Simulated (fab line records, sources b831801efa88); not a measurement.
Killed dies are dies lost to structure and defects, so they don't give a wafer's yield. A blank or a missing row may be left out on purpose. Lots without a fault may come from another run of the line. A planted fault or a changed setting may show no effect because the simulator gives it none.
fab line records | flow gf180mcu
record lots=12 wafers=36 last_day=34
route steps=602 shown VT_IMPLANT@110 POLY_GATE@157 HV_LDD@184
lots that met no fault: from a run of the same line without faults
start_h: hours from the record's first day to the start of the lot's first wafer shown | wait_h: hours since the lot's step before | " the same as in the row above | L1.1+2: a row that stands for several wafers | - no value, or no start given | * or withheld: withheld | < > ~ a bound
route shown NAME@n: a module of which the file shows steps, and the number in the route of the first | usual: mean/standard deviation of fault-free wafers | same: alike in all rows | chamber/n: place in a boat | sites: the reading at each site | _std_site: their standard deviation | _edge_site: outer sites' mean less inner sites' | radius_mm: how far each site lies from the wafer's centre | mask NAME#n: copy n | behind: the tool/chamber that last shaped the wafer | hold: why the lot was held/for how many hours/how that ended | device: the transistor (n, p or np) that didn't switch | end of line: the same wafers' tests at the end of the route | a step without rows: its recipe alone | killed: dies lost to structure and defects at the first sort, not the wafer's yield | map: a wafer's dies, x killed, . not, _ none there
set.NAME: the setting as run; set.NAME@STEP: as run at that earlier step | model.NAME: the simulator's own value behind a step, which no gauge read
steps of the route over a sample of lots; a table a step, a row a wafer
services: from which hour (start_h, from the record's first day; less than 0 if before it) a tool's chamber was out of use, for how many hours, and why
## steps
# step GF_VT_IMPLANT_STRIP_20
# recipe chemistry=O2/N2 power_w=1400 pressure_mtorr=1500 platen_temp_c=250 o2_flow_sccm=3000 n2_flow_sccm=300 overash_fraction=0.5
# usual drypump_motor_current_A=5.6/0.56 heater_power_w=311/25 oes_product_au=0.716/0.005 strip_time_to_endpoint_s=12.65/0.033
# same overash_fraction=0.5
# columns lot.wafer tool chamber start_h wait_h drypump_motor_current_A heater_power_w oes_product_au rf_hours_counter_h strip_time_to_endpoint_s
L707.3 plasma_asher-01 0 133.35 0.1 5.5 356 0.717 - 12.63
L707.4 " 1 " " 5.8 323 0.713 - 12.62
L707.5 " 1 " " 5.8 321 0.712 - 12.67
L708.1 plasma_asher-04 1 138.87 0.1 6.1 282 0.719 49 12.61
L708.2 " 0 " " 4.8 293 0.718 49 12.62
L708.3 " 1 " " 6.0 283 0.714 - 12.63
L711.2 plasma_asher-04 0 157.09 0.1 4.8 293 0.717 51 12.65
L711.3 " 0 " " 4.8 296 0.717 - 12.64
L711.4 " 1 " " 6.1 284 0.712 - 12.65
L714.2 plasma_asher-04 1 174.99 0.1 6.0 284 0.715 52 12.65
L714.3 " 0 " " 4.8 294 0.705 - 12.65
L714.5 " 1 " " 6.1 281 0.717 - 12.66
L719.2 plasma_asher-02 1 206.87 0.1 5.3 323 0.716 53 12.67
L719.4 " 0 " " 6.4 329 0.727 - 12.65
L719.6 " 1 " " 5.2 329 0.726 - 12.66
L721.1 plasma_asher-02 1 220.27 0.1 5.3 320 0.715 54 12.65
L721.3 " 1 " " 5.3 317 0.709 - 12.62
L721.5 " 1 " " 5.3 328 0.714 - 12.60
L722.2 plasma_asher-02 1 224.68 0.1 5.3 316 0.714 55 12.69
L722.4 " 0 " " 6.4 343 0.708 - 12.66
L722.6 " 0 " " 6.4 337 0.715 - 12.66
L723.2 plasma_asher-02 0 231.03 0.1 6.4 335 0.718 56 12.60
L723.4 " 1 " " 5.3 323 0.716 - 12.61
L723.6 " 1 " " 5.3 323 0.719 - 12.61
L724.2 plasma_asher-04 0 238.96 0.1 4.8 292 0.714 60 12.68
L724.5 " 1 " " 6.1 284 0.712 - 12.71
L724.6 " 0 " " 4.8 293 0.715 - 12.63
L726.1 plasma_asher-04 1 253.17 0.1 6.1 282 0.712 61 12.63
L726.5 " 0 " " 4.8 294 0.717 - 12.62
L726.6 " 1 " " 6.1 285 0.719 - 12.68
L728.2 plasma_asher-02 1 266.16 0.1 5.3 324 0.716 60 12.60
L728.5 " 0 " " 6.4 337 0.713 - 12.63
L728.6 " 1 " " 5.3 329 0.716 - 12.62
L729.1 plasma_asher-01 1 272.61 0.1 5.8 317 0.714 52 12.67
L729.2 " 0 " " 5.5 351 0.721 52 12.69
L729.3 " 0 " " 5.6 350 0.701 - 12.66
# step GF_POLY_GATE_CVD_00
# recipe material=poly-Si target_thk_nm=200 temp_c=620 time_s=1200 pressure_mtorr=200
# usual spike_tc_upper_C=619.9/1.6
# columns lot.wafer tool chamber start_h wait_h spike_tc_upper_C
L707.3 lpcvd-01 1 185.79 0.0 618.8
L707.4 " 1 " " 618.9
L707.5 " 1 " " 618.1
L708.1 lpcvd-01 0 191.80 0.0 620.9
L708.2 " 0 " " 622.1
L708.3 " 0 " " 618.6
L711.2 lpcvd-02 0 211.18 0.0 617.5
L711.3 " 0 " " 618.3
L711.4 " 0 " " 618.8
L714.2 lpcvd-02 0 230.01 0.0 618.4
L714.3 " 0 " " 619.9
L714.5 " 0 " " 619.7
L719.2 lpcvd-02 0 265.50 0.0 619.3
L719.4 " 0 " " 620.4
L719.6 " 0 " " 617.6
L721.1 lpcvd-01 0 282.93 0.0 620.1
L721.3 " 0 " " 621.2
L721.5 " 0 " " 620.2
L722.2 lpcvd-01 0 285.73 0.0 620.4
L722.4 " 0 " " 619.8
L722.6 " 0 " " 620.6
L723.2 lpcvd-02 0 293.71 0.0 617.4
L723.4 " 0 " " 618.9
L723.6 " 0 " " 618.1
L724.2 lpcvd-02 0 303.16 0.1 618.1
L724.5 " 0 " " 619.3
L724.6 " 0 " " 617.0
L726.1 lpcvd-02 0 316.46 0.0 616.2
L726.5 " 0 " " 620.7
L726.6 " 0 " " 619.0
L728.2 lpcvd-02 1 331.63 0.3 621.1
L728.5 " 1 " " 621.3
L728.6 " 1 " " 620.5
L729.1 lpcvd-02 1 338.07 0.0 621.1
L729.2 " 1 " " 621.9
L729.3 " 1 " " 620.8
# step GF_POLY_GATE_THK_MEAS_01
# recipe reads=poly-Si_of_POLY_GATE_CVD_00
# usual POLY_GATE_CVD_00_THK=200.4/1.6
# columns lot.wafer tool chamber start_h wait_h POLY_GATE_CVD_00_THK[nm]
L707.3 film_metro-02 - 187.14 0.0 201.5
L707.4 " - " " 201.7
L707.5 " - " " 200.4
L708.1 film_metro-04 - 193.13 0.0 201.6
L708.2 " - " " 202.3
L708.3 " - " " 201.8
L711.2 film_metro-04 - 212.52 0.0 197.6
L711.3 " - " " 200.3
L711.4 " - " " 199.6
L714.2 film_metro-04 - 231.35 0.0 201.4
L714.3 " - " " 202.5
L714.5 " - " " 202.1
L719.2 film_metro-02 - 266.85 0.0 200.8
L719.4 " - " " 199.1
L719.6 " - " " 200.6
L721.1 film_metro-02 - 284.26 0.0 181.0
L721.3 " - " " 181.6
L721.5 " - " " 180.9
L722.2 film_metro-04 - 287.07 0.0 178.8
L722.4 " - " " 179.1
L722.6 " - " " 179.2
L723.2 film_metro-04 - 295.05 0.0 202.9
L723.4 " - " " 203.0
L723.6 " - " " 202.3
L724.2 film_metro-02 - 304.50 0.0 199.3
L724.5 " - " " 199.7
L724.6 " - " " 198.7
L726.1 film_metro-02 - 317.80 0.0 202.7
L726.5 " - " " 202.4
L726.6 " - " " 200.8
L728.2 film_metro-01 - 332.97 0.0 199.0
L728.5 " - " " 198.2
L728.6 " - " " 199.5
L729.1 film_metro-02 - 339.40 0.0 200.5
L729.2 " - " " 200.6
L729.3 " - " " 199.6
# step GF_POLY_GATE_ETCH_13
# recipe target=poly-Si target_depth_nm=198.5 stop_on=SiO2 over_etch_frac=0.403 chemistry=HBr/Cl2 icp_w=400 bias_w=100 pressure_mtorr=10 HBr_flow_sccm=150 Cl2_flow_sccm=50 time_s=69.6
# usual HBr_flow_sccm=149.9/0.41 drypump_motor_current_A=6.0/0.37 oes_product_au=0.992/0.0085 throttle_valve_pct=33.685/0.0094
# columns lot.wafer tool chamber start_h wait_h HBr_flow_sccm drypump_motor_current_A oes_product_au rf_hours_counter_h throttle_valve_pct
L707.3 rie_si-01 1 203.68 - 149.9 6.6 0.990 1 33.687
L707.4 " 0 " " 150.2 6.0 0.999 1 33.692
L707.5 " 2 " " 149.8 5.5 0.996 - 33.688
L708.1 rie_si-01 2 209.74 - 149.8 5.4 1.006 1 33.694
L708.2 " 0 " " 150.0 6.0 0.990 1 33.678
L708.3 " 1 " " 149.4 6.6 0.984 1 33.696
L711.2 rie_si-02 3 230.56 - 149.6 6.4 0.972 4 33.664
L711.3 " 2 " " 149.9 6.2 0.982 3 33.688
L711.4 " 1 " " 149.8 5.6 0.993 - 33.683
L714.2 rie_si-01 0 250.09 - 150.1 6.0 0.988 1 33.689
L714.3 " 2 " " 149.8 5.5 0.994 2 33.700
L714.5 " 0 " " 150.5 6.0 0.992 - 33.679
L719.2 rie_si-01 2 286.59 - 150.3 5.4 0.988 2 33.690
L719.4 " 0 " " 150.1 6.0 0.982 2 33.683
L719.6 " 3 " " 150.1 6.1 0.998 - 33.702
L721.1 rie_si-02 1 304.79 - 150.3 5.6 0.937 3 33.676
L721.3 " 0 " " 149.8 6.1 0.930 1 33.683
L721.5 " 1 " " 150.2 5.6 0.935 - 33.678
L722.2 rie_si-02 3 307.63 - 150.7 6.4 0.920 5 33.700
L722.4 " 0 " " 149.9 6.1 0.916 1 33.684
L722.6 " 3 " " 150.2 6.4 0.931 - 33.683
L723.2 rie_si-01 1 316.23 - 149.8 6.6 0.994 2 33.678
L723.4 " 0 " " 150.3 6.0 0.990 2 33.691
L723.6 " 2 " " 150.3 5.4 0.999 - 33.682
L724.2 rie_si-02 1 325.94 - 150.4 5.6 0.997 4 33.675
L724.5 " 1 " " 150.5 5.6 0.998 - 33.683
L724.6 " 0 " " 149.9 6.1 0.991 - 33.665
L726.1 rie_si-02 3 339.28 - 149.8 6.4 0.982 5 33.684
L726.5 " 2 " " 149.8 6.2 0.998 - 33.681
L726.6 " 1 " " 150.1 5.6 1.002 - 33.696
L728.2 rie_si-01 0 354.63 - 149.7 6.0 0.989 2 33.687
L728.5 " 2 " " 150.7 5.5 0.984 - 33.677
L728.6 " 3 " " 150.3 6.1 0.983 - 33.684
L729.1 rie_si-02 1 361.69 - 149.8 5.6 0.990 4 33.687
L729.2 " 3 " " 150.3 6.4 0.979 5 33.689
L729.3 " 2 " " 150.1 6.2 1.003 5 33.686
# step GF_HV_LDD_OVL_MEAS_08
# usual HV_LDD_OVL=-0.1/1.7
# columns lot.wafer tool chamber start_h wait_h HV_LDD_OVL[nm]
L707.3 overlay-02 - 222.97 0.1 2.4
L707.4 " - " " -0.4
L707.5 " - " " 0.5
L708.1 overlay-01 - 230.36 0.1 0.3
L708.2 " - " " 0.1
L708.3 " - " " -0.4
L711.2 overlay-02 - 251.31 0.1 -0.9
L711.3 " - " " 0.6
L711.4 " - " " 3.7
L714.2 overlay-02 - 271.35 0.1 0.7
L714.3 " - " " 2.0
L714.5 " - " " 0.8
L719.2 overlay-01 - 309.05 0.1 -1.3
L719.4 " - " " -4.1
L719.6 " - " " -3.5
L721.1 overlay-02 - 327.42 0.1 1.6
L721.3 " - " " 0.1
L721.5 " - " " 0.1
L722.2 overlay-01 - 330.45 0.1 -3.3
L722.4 " - " " -3.2
L722.6 " - " " -1.0
L723.2 overlay-02 - 338.97 0.1 3.0
L723.4 " - " " -0.4
L723.6 " - " " 0.0
L724.2 overlay-01 - 349.17 0.1 0.7
L724.5 " - " " 0.0
L724.6 " - " " -0.3
L726.1 overlay-02 - 362.84 0.1 1.0
L726.5 " - " " 1.0
L726.6 " - " " -2.1
L728.2 overlay-02 - 378.80 0.1 0.7
L728.5 " - " " -0.4
L728.6 " - " " -0.3
L729.1 overlay-02 - 395.52 0.1 0.1
L729.2 " - " " -0.1
L729.3 " - " " 2.9
# step GF_HV_LDD_CD_MEAS_19
# recipe target_cd_nm=400
# usual cd_nm=399.6/2.1
# columns lot.wafer tool chamber start_h wait_h cd_nm
L707.3 cd_sem-01 - 241.54 0.1 403.0
L707.4 " - " " 401.1
L707.5 " - " " 403.7
L708.1 cd_sem-01 - 248.94 0.1 396.4
L708.2 " - " " 398.3
L708.3 " - " " 398.6
L711.2 cd_sem-01 - 269.91 0.1 401.4
L711.3 " - " " 400.9
L711.4 " - " " 400.1
L714.2 cd_sem-02 - 290.74 0.1 401.2
L714.3 " - " " 401.0
L714.5 " - " " 400.4
L719.2 cd_sem-01 - 330.67 0.1 401.5
L719.4 " - " " 399.6
L719.6 " - " " 399.6
L721.1 cd_sem-02 - 348.72 0.1 399.5
L721.3 " - " " 397.2
L721.5 " - " " 398.2
L722.2 cd_sem-02 - 352.26 0.1 397.1
L722.4 " - " " 396.4
L722.6 " - " " 397.9
L723.2 cd_sem-01 - 360.82 0.1 398.9
L723.4 " - " " 399.4
L723.6 " - " " 401.0
L724.2 cd_sem-01 - 370.97 0.1 400.8
L724.5 " - " " 399.8
L724.6 " - " " 397.8
L726.1 cd_sem-01 - 384.15 0.1 398.8
L726.5 " - " " 401.3
L726.6 " - " " 398.8
L728.2 cd_sem-02 - 400.02 0.1 399.0
L728.5 " - " " 397.9
L728.6 " - " " 399.9
L729.1 cd_sem-01 - 419.18 0.1 402.1
L729.2 " - " " 402.3
L729.3 " - " " 402.5
## services
# columns tool chamber start_h hours kind
rie_si-01 - 127.66 2.8 pm
rie_si-02 0 128.94 4.2 repair
plasma_asher-02 - 145.01 0.5 repair
plasma_asher-02 - 152.58 1.3 repair
rie_si-01 1 177.33 5.3 repair
rie_si-01 3 223.67 26.8 repair
rie_si-02 0 228.10 - clean
rie_si-02 0 228.10 18.6 scheduled_down
rie_si-02 0 228.10 18.6 vent_cycle
rie_si-02 1 237.22 4.1 repair
rie_si-01 0 291.43 1.8 repair
plasma_asher-04 - 318.60 10.2 repair
rie_si-01 1 351.09 8.7 repair
## key
first_sign step=GF_POLY_GATE_THK_MEAS_01 reading=POLY_GATE_CVD_00_THK direction=down sigmas=13 usual=200.4 struck=180.1
effect step=GF_POLY_GATE_ETCH_13 reading=oes_product_au direction=down sigmas=7.5 usual=0.992 struck=0.928
met_at GF_POLY_GATE_CVD_00
struck_lots L721,L722
tester_left_out L721,L722
loop_trim step=GF_HV_LDD_EXPOSE_04 setting=dose lots=L722
not_acting_at GF_VT_IMPLANT_STRIP_20,GF_HV_LDD_OVL_MEAS_08,GF_HV_LDD_CD_MEAS_19
onset_between 191.80 282.93
fault kind=site_profile_drift tool=lpcvd-01 chamber=- onset_h=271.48 steps=GF_POLY_GATE_CVD_00 basis=fraction max_abs_drift=0.21917 slope_share_per_hr=109.58 site_pattern=0,0,0,0,0,-1,-1,-1,-1
# tester_left_out: of these lots the tester's yield and bins aren't shown, on N5 and GAA mostly nor the transistor test; their killed dies are dies lost to structure and defects alone, not to doping, threshold or leakage, so they don't give the yield
# loop_trim: a control loop set the setting to another value than it would have without faults
